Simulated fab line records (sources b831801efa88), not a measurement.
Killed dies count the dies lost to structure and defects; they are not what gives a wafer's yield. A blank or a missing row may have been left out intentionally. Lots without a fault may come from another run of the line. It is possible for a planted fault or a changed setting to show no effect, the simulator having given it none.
A struck lot beside a sound one | flow sky130 | 43 steps out of a route of 708
Sound: these wafers, L207.1, L207.2, L207.3. Wafers L223.1, L223.4, L223.6 were the ones struck. Last of all comes the cause.
Order at every step that has rows: each side's tool, ch and its chambers, its first start. Under that, the readings that differ: sound wafers | struck wafers | difference of the means | sigmas: that difference in standard deviations of wafers without a fault.
alike: readings with means less than 2 such deviations apart, plus words and numbers identical on both sides. not compared: withheld readings, readings lacking a value on some wafer, bounds such as >300 that could conceal the same value, and numbers that have no deviation in the record and whose values overlap.
Wherever a step has rows on one side only, a row that says differs or no value, or a row with sigmas, the two part there. When numbers do not overlap yet have no deviation, they are printed without sigmas and do not part them. Lack of a reading on every wafer of one side parts them only where that side has two or more wafers.

SKY_LDD_HVP_STRIP_09: strips in O2/N2.
  sound on plasma asher-02 ch 0,1, day 23 01:34; struck on plasma asher-01 ch 0,1, day 30 10:04
  alike: drypump motor current A, oes product au, strip time to endpoint s
  not compared: rf hours counter h
SKY_LDD_HVP_TW_MEAS_10:
  struck on film metro-01, day 30 10:10; sound on film metro-01, day 23 01:40
  alike: LDD_HVP_TW
then, 7 steps without rows for these wafers: SKY_LDD_LDN_DEHYDRATE_00 (time 60 s); SKY_LDD_LDN_HMDS_01 (prime time 60 s); SKY_LDD_LDN_COAT_02 (resist thk 1140 nm); SKY_LDD_LDN_SOFTBAKE_03 (time 60 s); SKY_LDD_LDN_EXPOSE_04 (exposes mask LDNTM, target cd 700 nm); SKY_LDD_LDN_PEB_05; SKY_LDD_LDN_DEVELOP_06 (develop time 60 s).
SKY_LDD_LDN_OVL_MEAS_07:
  struck on overlay-02, day 31 13:38; sound on overlay-02, day 23 23:41
  alike: LDD_LDN_OVL
then, 2 steps without rows for these wafers: SKY_LDD_LDN_IMPLANT_08; SKY_LDD_LDN_IMPLANT_09.
SKY_LDD_LDN_IMPLANT_10:
  sound on implanter-04 ch 0, day 24 00:01; struck on implanter-01 ch 0, day 31 13:58
following that, these wafers have no rows for 1 step: SKY_LDD_LDN_IMPLANT_11.
SKY_LDD_LDN_STRIP_12: strips in O2/N2.
  sound on plasma asher-03 ch 0,1, day 24 00:19; struck on plasma asher-01 ch 0,1, day 31 14:16
  alike: drypump motor current A, oes product au, strip time to endpoint s
  not compared: rf hours counter h
SKY_LDD_LDN_TW_MEAS_13:
  struck on film metro-02, day 31 14:22; sound on film metro-02, day 24 00:25
  alike: LDD_LDN_TW
then, 2 steps without rows for these wafers: SKY_LDD_LDN_CLEAN_14 (cleans in SC1/SC2, time 150 s); SKY_SPACER_CVD_00 (deposits Si3N4 from DCS/NH3, target thk 43.1 nm, time 740 s).
SKY_SPACER_THK_MEAS_01:
  struck on film metro-01, day 31 15:46; sound on film metro-01, day 24 05:20
  alike: SPACER_CVD_00_THK
SKY_SPACER_ETCHBACK_02: etches Si3N4 in CH3F/O2, stops on SiO2, time 46.7 s, target depth 45 nm.
  sound on rie diel-02 ch 0,2,3, day 24 05:23; struck on rie diel-01 ch 1,2,3, day 31 15:49
  alike: bias w, drypump motor current A, oes product au, throttle valve pct
  not compared: rf hours counter h
then, 8 steps without rows for these wafers: SKY_POLY_CUT_DEHYDRATE_00 (time 60 s); SKY_POLY_CUT_HMDS_01 (prime time 60 s); SKY_POLY_CUT_COAT_02 (resist thk 60 nm); SKY_POLY_CUT_COAT_03 (resist thk 450 nm); SKY_POLY_CUT_SOFTBAKE_04 (time 90 s); SKY_POLY_CUT_EXPOSE_05 (exposes mask NPCM, target cd 270 nm); SKY_POLY_CUT_PEB_06; SKY_POLY_CUT_DEVELOP_07 (develop time 60 s).
SKY_POLY_CUT_CD_MEAS_08: the cd target is 270 nm.
  struck on cd sem-02, day 32 19:35; sound on cd sem-02, day 25 14:09
  alike: cd nm
SKY_POLY_CUT_OVL_MEAS_09:
  struck on overlay-02, day 32 19:42; sound on overlay-02, day 25 14:16
  alike: POLY_CUT_OVL
then, 1 step without rows for these wafers: SKY_POLY_CUT_ETCH_10 (etches BARC in N2/H2, stops on SiO2, time 45.9 s, target depth 60 nm).
SKY_POLY_CUT_ETCH_11: etches Si3N4 in CF4/CH2F2/Ar, stops on poly-Si, time 42.5 s, target depth 60 nm.
  sound on rie diel-01 ch 0,2,3, day 25 14:21; struck on rie diel-01 ch 0,1,3, day 32 19:47
  reading               | sound             | struck            | difference | sigmas
  oes product au (a.u.) | 0.843 0.840 0.827 | 0.812 0.816 0.823 | -0.020     | -3
  alike: bias w, drypump motor current A, throttle valve pct
  not compared: rf hours counter h
SKY_POLY_CUT_STRIP_12: strips in O2/N2.
  sound on plasma asher-04 ch 0,1, day 25 14:23; struck on plasma asher-02 ch 0,1, day 32 19:49
  alike: drypump motor current A, oes product au, strip time to endpoint s
  not compared: rf hours counter h
then, 7 steps without rows for these wafers: SKY_SD_P_DEHYDRATE_00 (time 60 s); SKY_SD_P_HMDS_01 (prime time 60 s); SKY_SD_P_COAT_02 (resist thk 1140 nm); SKY_SD_P_SOFTBAKE_03 (time 60 s); SKY_SD_P_EXPOSE_04 (exposes mask PSDM, target cd 380 nm); SKY_SD_P_PEB_05; SKY_SD_P_DEVELOP_06 (develop time 60 s).
SKY_SD_P_CD_MEAS_07: the cd target is 380 nm.
  struck on cd sem-01, day 33 21:59; sound on cd sem-01, day 26 19:50
  reading    | sound       | struck      | difference | sigmas
  cd nm (nm) | 376 375 375 | 384 384 382 | +8         | +3
SKY_SD_P_OVL_MEAS_08:
  struck on overlay-01, day 33 22:06; sound on overlay-01, day 26 19:57
  alike: SD_P_OVL
-- a jump in the record: the struck wafers' starts before and after are 18 days apart (it breaks off in module SD_P and resumes in module PAD_OPEN, where the first step shown is number 708 of the route) --
SKY_PAD_OPEN_PROBE_99:
  struck on prober-01, day 51 15:24; sound on prober-01, day 46 22:57
  reading                               | sound             | struck           | difference | sigmas
  model.etest.tip sonos.rs ohm sq range | 28.57 42.46 29.45 | 80.1 60.97 55.84 | +32.1      |
  alike: killed_at_M0_to_M3, killed_at_M4_up, killed at contacts, killed at front end, killed at other, killed dies, killed open, killed short

WHERE THEY PART
Earliest at SKY_POLY_CUT_ETCH_11; latest, in this record, at SKY_SD_P_CD_MEAS_07. Later steps at which nothing parts them and some readings are alike: SKY_SD_P_OVL_MEAS_08, SKY_PAD_OPEN_PROBE_99.

WHY: what had been put in by the simulator
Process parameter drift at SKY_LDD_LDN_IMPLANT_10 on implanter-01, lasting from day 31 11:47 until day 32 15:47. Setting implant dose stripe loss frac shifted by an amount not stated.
